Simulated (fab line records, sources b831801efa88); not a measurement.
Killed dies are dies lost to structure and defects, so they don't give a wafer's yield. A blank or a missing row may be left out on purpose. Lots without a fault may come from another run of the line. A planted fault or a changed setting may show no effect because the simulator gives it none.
fab line records | flow sky130
record lots=15 wafers=45 last_day=50
route steps=708 shown METAL3@565 VIA3@574 METAL4@598
lots that met no fault: from a run of the same line without faults
start_h: hours from the record's first day to the start of the lot's first wafer shown | wait_h: hours since the lot's step before | " the same as in the row above | L1.1+2: a row that stands for several wafers | - no value, or no start given | * or withheld: withheld | < > ~ a bound
route shown NAME@n: a module of which the file shows steps, and the number in the route of the first | usual: mean/standard deviation of fault-free wafers | same: alike in all rows | chamber/n: place in a boat | sites: the reading at each site | _std_site: their standard deviation | _edge_site: outer sites' mean less inner sites' | radius_mm: how far each site lies from the wafer's centre | mask NAME#n: copy n | behind: the tool/chamber that last shaped the wafer | hold: why the lot was held/for how many hours/how that ended | device: the transistor (n, p or np) that didn't switch | end of line: the same wafers' tests at the end of the route | a step without rows: its recipe alone | killed: dies lost to structure and defects at the first sort, not the wafer's yield | map: a wafer's dies, x killed, . not, _ none there
set.NAME: the setting as run; set.NAME@STEP: as run at that earlier step | model.NAME: the simulator's own value behind a step, which no gauge read
steps of the route over a sample of lots; a table a step, a row a wafer
services: from which hour (start_h, from the record's first day; less than 0 if before it) a tool's chamber was out of use, for how many hours, and why
## steps
# step SKY_METAL3_DESCUM_15
# recipe chemistry=O2 source_power_w=150 bias_power_w=0 pressure_mtorr=10 temp_c=40 time_s=8
# usual drypump_motor_current_A=5.8/0.48 oes_product_au=1.000/0.0079
# columns lot.wafer tool chamber start_h wait_h drypump_motor_current_A oes_product_au rf_hours_counter_h
L372.1 rie_metal-03 0 899.67 0.0 5.8 1.007 7
L372.2 " 1 " " 5.1 1.003 11
L372.5 " 1 " " 5.1 0.997 -
L373.2 rie_metal-04 0 908.18 0.0 5.7 1.009 0
L373.3 " 1 " " 6.5 0.993 -
L373.6 " 0 " " 5.7 1.004 -
L374.1 rie_metal-02 0 913.32 0.0 6.1 1.003 9
L374.5 " 1 " " 5.3 1.010 -
L374.6 " 0 " " 6.1 1.006 -
L376.4 rie_metal-03 1 943.98 0.0 5.1 0.993 -
L376.5 " 1 " " 5.1 0.988 -
L376.6 " 0 " " 5.8 0.994 -
L378.1 rie_metal-02 0 958.08 0.0 6.2 1.008 11
L378.3 " 1 " " 5.4 1.002 -
L378.5 " 0 " " 6.2 1.007 -
L377.1 rie_metal-04 0 962.55 0.0 5.7 0.999 2
L377.2 " 1 " " 6.5 0.997 8
L377.6 " 1 " " 6.5 1.001 -
L386.1 rie_metal-02 0 1001.80 0.0 6.1 1.004 13
L386.2 " 1 " " 5.4 0.999 15
L386.5 " 1 " " 5.3 1.010 -
L387.1 rie_metal-03 1 1008.98 0.0 5.1 1.001 17
L387.5 " 1 " " 5.1 1.004 -
L387.6 " 0 " " 5.8 0.994 -
L388.1 rie_metal-04 0 1018.87 0.0 5.7 1.001 5
L388.2 " 1 " " 6.5 0.995 11
L388.4 " 0 " " 5.7 1.008 -
L390.2 rie_metal-04 0 1039.80 0.0 5.7 0.998 6
L390.3 " 1 " " 6.5 0.994 -
L390.4 " 0 " " 5.7 1.018 -
L391.3 rie_metal-04 1 1040.43 0.0 6.4 0.990 -
L391.4 " 0 " " 5.7 1.003 -
L391.5 " 1 " " 6.4 0.994 -
L392.1 rie_metal-04 0 1041.75 0.0 5.7 1.016 7
L392.2 " 1 " " 6.5 1.014 13
L392.3 " 0 " " 5.7 1.008 -
L393.1 rie_metal-04 0 1042.80 0.0 5.7 1.002 7
L393.4 " 0 " " 5.7 1.006 -
L393.5 " 0 " " 5.7 1.004 -
L394.2 rie_metal-03 0 1050.02 0.0 5.8 1.001 15
L394.4 " 0 " " 5.8 1.004 -
L394.5 " 1 " " 5.1 1.002 -
L395.3 rie_metal-02 0 1051.59 0.0 6.1 1.018 -
L395.4 " 1 " " 5.3 1.006 -
L395.6 " 0 " " 6.1 1.002 -
# step SKY_VIA3_THK_MEAS_01
# recipe reads=SiO2_of_VIA3_HDPCVD_00
# usual VIA3_HDPCVD_THK=1640/18
# columns lot.wafer tool chamber start_h wait_h VIA3_HDPCVD_THK[nm]
L372.1 film_metro-04 - 901.06 0.2 1662
L372.2 " - " " 1627
L372.5 " - " " 1656
L373.2 film_metro-01 - 909.28 0.1 1612
L373.3 " - " " 1624
L373.6 " - " " 1620
L374.1 film_metro-01 - 914.40 0.1 1656
L374.5 " - " " 1623
L374.6 " - " " 1610
L376.4 film_metro-04 - 945.13 0.0 1638
L376.5 " - " " 1647
L376.6 " - " " 1656
L378.1 film_metro-04 - 966.63 0.1 1623
L378.3 " - " " 1620
L378.5 " - " " 1627
L377.1 film_metro-01 - 967.09 0.1 1621
L377.2 " - " " 1631
L377.6 " - " " 1637
L386.1 film_metro-01 - 1003.31 0.2 1669
L386.2 " - " " 1661
L386.5 " - " " 1653
L387.1 film_metro-01 - 1010.43 0.1 1660
L387.5 " - " " 1636
L387.6 " - " " 1654
L388.1 film_metro-02 - 1020.08 0.1 1604
L388.2 " - " " 1618
L388.4 " - " " 1612
L390.2 film_metro-02 - 1040.94 0.1 1628
L390.3 " - " " 1613
L390.4 " - " " 1600
L391.3 film_metro-02 - 1041.57 0.1 1623
L391.4 " - " " 1645
L391.5 " - " " 1613
L392.1 film_metro-02 - 1042.93 0.1 1647
L392.2 " - " " 1655
L392.3 " - " " 1645
L393.1 film_metro-02 - 1043.97 0.1 1639
L393.4 " - " " 1640
L393.5 " - " " 1627
L394.2 film_metro-01 - 1051.19 0.1 1673
L394.4 " - " " 1681
L394.5 " - " " 1666
L395.3 film_metro-01 - 1052.76 0.1 1665
L395.4 " - " " 1639
L395.6 " - " " 1634
# step SKY_VIA3_DEVELOP_11
# recipe develop_time_s=60 resist=KrF-thick dev_temp_c=21
# usual chill_plate_temp_C=22.99/0.11 develop_time_s=60/0
# columns lot.wafer tool chamber start_h wait_h chill_plate_temp_C develop_time_s
L372.1 litho_track-04 0 926 - 22.95 60
L372.2 " 0 " " 22.91 60
L372.5 " 0 " " 22.98 60
L373.2 litho_track-03 0 933 - 23.03 60
L373.3 " 0 " " 23.02 60
L373.6 " 0 " " 22.86 60
L374.1 litho_track-03 0 939 - 23.01 60
L374.5 " 0 " " 23.02 60
L374.6 " 0 " " 22.95 60
L376.4 litho_track-01 0 967 - 22.87 60
L376.5 " 0 " " 23.06 60
L376.6 " 0 " " 22.97 60
L378.1 litho_track-01 0 990 - 23.13 60
L378.3 " 0 " " 23.03 60
L378.5 " 0 " " 23.23 60
L377.1 litho_track-01 0 991 - 22.98 60
L377.2 " 0 " " 22.91 60
L377.6 " 0 992 - 22.90 60
L386.1 litho_track-01 - 1025 - - -
L386.2 " - 1026 - - -
L386.5 " - " " - -
L387.1 litho_track-04 - 1033 - - -
L387.5 " - " " - -
L387.6 " - " " - -
L388.1 litho_track-03 - 1043 - - -
L388.2 " - " " - -
L388.4 " - " " - -
L390.2 litho_track-04 0 1063 - 23.03 60
L390.3 " 0 " " 22.88 60
L390.4 " 0 " " 22.93 60
L391.3 litho_track-03 0 1064 - 23.05 60
L391.4 " 0 " " 23.22 60
L391.5 " 0 " " 22.98 60
L392.1 litho_track-01 0 1065 - 23.23 60
L392.2 " 0 " " 23.11 60
L392.3 " 0 " " 23.17 60
L393.1 litho_track-04 0 1066 - 23.12 60
L393.4 " 0 " " 22.81 60
L393.5 " 0 " " 23.03 60
L394.2 litho_track-01 0 1073 - 23.06 60
L394.4 " 0 " " 23.05 60
L394.5 " 0 " " 22.90 60
L395.3 litho_track-04 0 1074 - 23.03 60
L395.4 " 0 " " 22.97 60
L395.6 " 0 " " 23.16 60
# step SKY_METAL4_SPUTTER_00
# recipe material=Ti target_thk_nm=15 power_w=3000 time_s=10 chamber_pressure_pa=0.4
# usual cathode_dc_power_W=3000.0/0.54 chamber_pressure_pa=0.4000/0.00089 throttle_valve_pct=30.4/0.65
# columns lot.wafer tool chamber start_h wait_h cathode_dc_power_W chamber_pressure_pa throttle_valve_pct
L372.1 pvd_sputter-04 - 927.71 0.2 2999.0 0.3995 29.7
L372.2 " - " " 2999.9 0.3989 30.6
L372.5 " - " " 3000.3 0.4004 30.4
L373.2 pvd_sputter-03 - 935.73 0.2 3000.2 0.3995 30.5
L373.3 " - " " 3000.5 0.3985 31.2
L373.6 " - " " 3001.0 0.3996 30.8
L374.1 pvd_sputter-01 - 940.88 0.1 2999.7 0.4010 31.7
L374.5 " - " " 2999.7 0.4012 31.6
L374.6 " - " " 3000.2 0.4006 30.6
L376.4 pvd_sputter-03 - 969.92 0.1 2999.5 0.4013 30.4
L376.5 " - " " 2999.0 0.4020 30.7
L376.6 " - " " 3000.3 0.3990 29.7
L378.1 pvd_sputter-04 - 992.55 0.2 2999.0 0.4003 31.0
L378.3 " - " " 2999.8 0.4006 29.9
L378.5 " - " " 3000.1 0.3989 30.9
L377.1 pvd_sputter-04 - 993.61 0.2 3000.2 0.3993 30.9
L377.2 " - " " 2999.6 0.3993 30.4
L377.6 " - " " 3000.8 0.3994 30.8
L390.2 pvd_sputter-04 - 1065.10 0.1 3000.1 0.4009 30.1
L390.3 " - " " 2999.4 0.3994 30.7
L390.4 " - " " 2999.2 0.3998 29.9
L391.3 pvd_sputter-04 - 1065.89 0.1 2999.7 0.3996 30.2
L391.4 " - " " 3000.5 0.4007 30.7
L391.5 " - " " 3000.1 0.4015 31.2
L392.1 pvd_sputter-01 - 1066.75 0.2 3000.8 0.3996 31.6
L392.2 " - " " 2999.8 0.3994 30.7
L392.3 " - " " 3000.1 0.3998 30.6
L393.1 pvd_sputter-04 - 1068.86 0.1 2999.7 0.4002 29.9
L393.4 " - " " 3000.4 0.4025 30.4
L393.5 " - " " 3000.6 0.4004 30.8
L394.2 pvd_sputter-03 - 1074.72 0.2 2999.9 0.4009 31.0
L394.4 " - " " 2999.2 0.3989 29.7
L394.5 " - " " 3000.1 0.4001 29.8
L395.3 pvd_sputter-04 - 1075.90 0.1 2999.9 0.4000 30.8
L395.4 " - " " 3000.9 0.3996 30.4
L395.6 " - " " 3000.3 0.3995 30.3
## services
# columns tool chamber start_h hours kind
rie_metal-04 0 893.71 - clean
rie_metal-04 0 893.71 12.9 scheduled_down
rie_metal-04 0 893.71 12.9 vent_cycle
pvd_sputter-03 - 898.83 0.7 repair
rie_metal-02 - 906.27 2.8 pm
pvd_sputter-01 - 909.97 1.9 repair
rie_metal-02 1 917.11 2.6 repair
pvd_sputter-03 - 920.18 1.9 repair
pvd_sputter-04 - 942.44 1.1 repair
rie_metal-03 - 971.97 0.5 repair
rie_metal-02 - 973.21 2.7 repair
pvd_sputter-04 - 976.07 8.4 repair
rie_metal-02 - 1009.11 2.1 repair
pvd_sputter-03 - 1033.43 6.9 repair
pvd_sputter-01 - 1044.90 6.3 repair
## key
first_sign step=SKY_VIA3_DEVELOP_11 reading=tool_record direction=missing
effect none on later readings
met_at SKY_VIA3_DEVELOP_11
struck_lots L386,L387,L388
later_rows_left_out L386.1,L386.2,L386.5,L387.1,L387.5,L387.6,L388.1,L388.2,L388.4
sort_left_out L386.1,L386.2,L386.5,L387.1,L387.5,L387.6,L388.1,L388.2,L388.4
not_acting_at SKY_METAL3_DESCUM_15,SKY_VIA3_THK_MEAS_01,SKY_METAL4_SPUTTER_00
onset_between 991 1025
fault kind=skipped_step_whole tool=litho_track-01,litho_track-03,litho_track-04 chamber=- onset_h=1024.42 steps=SKY_VIA3_DEVELOP_11 scope=struck_lots_only
# sort_left_out: the simulated sort isn't trusted on such a fault, so these wafers' sort isn't shown, and their yield isn't known
# later_rows_left_out: the simulator's readings of these wafers behind a module that went badly wrong aren't trusted and aren't shown, but for the sort
